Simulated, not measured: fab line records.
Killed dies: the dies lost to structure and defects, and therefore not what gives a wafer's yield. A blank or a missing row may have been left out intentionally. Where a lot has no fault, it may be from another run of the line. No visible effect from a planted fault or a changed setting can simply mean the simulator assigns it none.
The tool behind it: which one? :: flow gf180mcu :: Sampling: 6 lots, 18 wafers, 2 of 602 route steps

WHAT THE GAUGES READ, wafer by wafer
GF_POLY_GATE_THK_MEAS_01.
lot: L710
measured: day 9 10:13
on: film-metro-03
POLY_GATE_CVD_00_THK (nm): 199.7 199.8 199.8

lot: L713
measured: day 10 03:25
on: film-metro-03
POLY_GATE_CVD_00_THK (nm): 199.5 200.4 201.0

lot: L718
measured: day 11 02:35
on: film-metro-02
POLY_GATE_CVD_00_THK (nm): 198.1 198.3 197.4

lot: L725
measured: day 13 03:14
on: film-metro-03
POLY_GATE_CVD_00_THK (nm): 393.3 395.2 393.7

lot: L727
measured: day 13 21:55
on: film-metro-02
POLY_GATE_CVD_00_THK (nm): 394.1 396.2 394.6

lot: L729
measured: day 14 17:50
on: film-metro-03
POLY_GATE_CVD_00_THK (nm): 199.8 199.3 199.9

TOOL THAT RAN EACH LOT (tool first, then ch and the chambers of the sampled wafers, then the start)
lot: L710
GF_POLY_GATE_CVD_00: lpcvd-01 ch 1, day 9 08:53

lot: L713
GF_POLY_GATE_CVD_00: lpcvd-02 ch 0, day 10 02:02

lot: L718
GF_POLY_GATE_CVD_00: lpcvd-01 ch 1, day 11 01:15

lot: L725
GF_POLY_GATE_CVD_00: lpcvd-02 ch 1, day 13 01:54

lot: L727
GF_POLY_GATE_CVD_00: lpcvd-02 ch 1, day 13 20:35

lot: L729
GF_POLY_GATE_CVD_00: lpcvd-01 ch 0, day 14 16:29
- GF_POLY_GATE_CVD_00: deposits poly-Si, target thk 200 nm, time 1200 s.

THE ANSWER, worked out from the rows above alone
Rule: the usual values come from the lots themselves. The widest of any qualifying gaps counts: lots, ordered by their means at a reading, are off when they make up no more than a third of the lots, leave a main group of 4 or more, and stand apart from it by 3 or more times the standard deviation of that group's means. A main group whose means are all the same, to the digits that the tables above print for the reading, isn't used. Also off: a lot with no number at a reading for which 4 or more lots have one. Where the step has rows for the other lots, those lots are counted as sound.
Off: L725, L727, seen at GF_POLY_GATE_THK_MEAS_01 (POLY_GATE_CVD_00_THK). Main group: mean 199.4 nm, sd 0.89.
If a tool, at a process step before that reading, ran all the lots that are off and no sound lot after the first of them, it fits. Those tools and the gauges at GF_POLY_GATE_THK_MEAS_01 are tried in the same way. One fits: lpcvd-02 at GF_POLY_GATE_CVD_00. Its last sound lot is L713 (day 10 02:02), its first lot that is off L725 (day 13 01:54): a fault that began between those two fits.

WHAT THE SIMULATOR HAD PUT IN
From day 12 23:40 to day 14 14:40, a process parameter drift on lpcvd-02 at GF_POLY_GATE_CVD_00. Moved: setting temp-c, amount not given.
Struck lots among those shown: L725, L727. The rule given above showed the same thing.
